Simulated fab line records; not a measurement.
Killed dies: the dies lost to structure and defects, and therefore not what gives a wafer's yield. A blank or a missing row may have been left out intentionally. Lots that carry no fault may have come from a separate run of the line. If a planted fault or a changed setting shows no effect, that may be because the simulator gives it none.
2 desks, one fault    flow gf180mcu    each desk has only its own numbers; what lay behind them comes last

== AT THE METROLOGY DESK ==
What the gauges read, lot by lot, whatever tool the lot ran on: means of the sampled wafers that have a number. Marked OUT: a lot whose mean sits more than 4 standard deviations from the usual mean, which makes it out of limits; the brackets give that distance.
Columns: A = cd_nm at GF_V3_CD_MEAS_14, usual 259.7 nm; B = V4_CVD_00_THK at GF_V4_THK_MEAS_01, usual 603 nm
lot   first seen here  A      B
L278  day 21 21:22     258.9  600
L279  day 22 08:57     259.8  604
L280  day 23 21:39     258.1  610
L281  day 24 02:17     261.3  607
L283  day 24 02:30     260.6  594
L282  day 24 03:35     256.8  604
L290  day 26 11:00     260.6  600
L291  day 26 20:13     258.9  601
L293  day 27 12:16     259.5  605
L295  day 28 00:43     260.3  614
L296  day 28 08:54     261.9  612
L298  day 28 22:37     260.6  597
L299  day 29 02:06     257.5  607
L301  day 29 17:24     261.5  600
This desk's finding: nothing out of limits on any of the 14 lots.

== FOR THE TOOL OWNER'S DESK: litho_track-03 ==
The tool's own readings at GF_M4_DEVELOP_13 (develop time 60 s): means of the sampled wafers that have a number, for each lot that ran on this tool. Marked OUT: a lot whose mean sits more than 4 standard deviations from the usual mean, which makes it out of limits; the brackets give that distance.
Columns: A = developer_temp_C at GF_M4_DEVELOP_13, usual 21.02 C; B = resist_line_temp_C at GF_M4_DEVELOP_13, usual 23.01 C
lot   first seen here  A                 B
L278  day 22 22:25     21.05             23.11
L280  day 24 21:07     21.04             22.94
L282  day 25 02:44     20.83             23.02
L290  day 27 08:34     21.92 (+7.5) OUT  23.07
L291  day 27 17:37     21.75 (+6.1) OUT  23.01
This desk's verdict: out of limits on L290, L291, starting with L290 at day 27 08:34 (developer_temp_C at GF_M4_DEVELOP_13). L278, L280, L282: within limits.

== BROUGHT TOGETHER ==
At day 27 08:34, on L290, L291, the tool owner's desk was in a position to raise an alarm.
Metrology desk: nothing out of limits seen.
The metrology desk has L290, L291 on record, within its limits.
Of the lots named, all ran GF_M4_DEVELOP_13 on litho_track-03.

== WHAT THE SIMULATOR PUT IN ==
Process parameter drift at GF_M4_DEVELOP_13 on litho_track-03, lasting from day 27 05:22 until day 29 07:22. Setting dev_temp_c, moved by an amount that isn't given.
Struck lots among those shown: L290, L291.
Time in hours from fault onset to the first out-of-limits reading at each desk: the tool owner's desk, 3.
